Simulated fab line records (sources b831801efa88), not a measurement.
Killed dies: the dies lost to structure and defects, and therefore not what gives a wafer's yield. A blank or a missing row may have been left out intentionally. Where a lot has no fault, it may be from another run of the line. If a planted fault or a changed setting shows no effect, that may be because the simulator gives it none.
Which of the tools did it?    flow gf180mcu    21 wafers from 7 lots sampled at 2 of the route's 602 steps

== WHAT THE GAUGES SHOWED, per wafer ==
GF_NSD_CD_MEAS_07: target cd 400 nm.
lot   measured      on         cd-nm (nm)
L974  day 14 01:03  cd-sem-02  402.3 400.2 401.9
L976  day 15 00:53  cd-sem-02  - - -
L978  day 15 06:24  cd-sem-01  - - -
L986  day 17 19:02  cd-sem-02  396.8 398.3 398.4
L991  day 19 11:27  cd-sem-01  398.7 397.7 398.2
L994  day 20 08:49  cd-sem-02  400.9 400.0 400.2
L996  day 20 17:23  cd-sem-02  400.1 400.1 397.7

== WHICH TOOL RAN EACH LOT (tool, then ch and the chambers of the sampled wafers, then the start) ==
lot   GF_NSD_COAT_02
L974  litho-track-03 ch 0, day 13 14:54
L976  litho-track-03, day 14 13:57
L978  litho-track-04, day 14 19:26
L986  litho-track-04 ch 0, day 17 07:22
L991  litho-track-04 ch 0, day 18 23:16
L994  litho-track-04 ch 0, day 19 20:47
L996  litho-track-04 ch 0, day 20 05:10
- GF_NSD_COAT_02: resist thk 1000 nm.

== THE ANSWER, worked out from the rows above alone ==
Rule: the lots themselves supply what counts as usual. Put in order of their means at a reading, lots are off if they are a third of the lots or fewer, leave a main group of 4 or more, and stand apart from it by a gap of 3 or more times the standard deviation of the main group's means; of several such gaps the widest counts. If all means in a main group match to the digits the tables above print for the reading, that group is not used. Also off: a lot with no number at a reading for which 4 or more lots have one. Any other lot the step has rows for is counted as sound.
Off: L976, L978, at GF_NSD_CD_MEAS_07 (cd-nm). Without a number there: L976, L978. The main group: mean 399.4 nm, standard deviation 1.3.
A tool fits if, at a process step before that reading, it ran every lot that is off, and no sound lot after the first of them. The gauges at GF_NSD_CD_MEAS_07 are tried like those tools. None of those tried fits.

== WHAT THE SIMULATOR HAD INSERTED ==
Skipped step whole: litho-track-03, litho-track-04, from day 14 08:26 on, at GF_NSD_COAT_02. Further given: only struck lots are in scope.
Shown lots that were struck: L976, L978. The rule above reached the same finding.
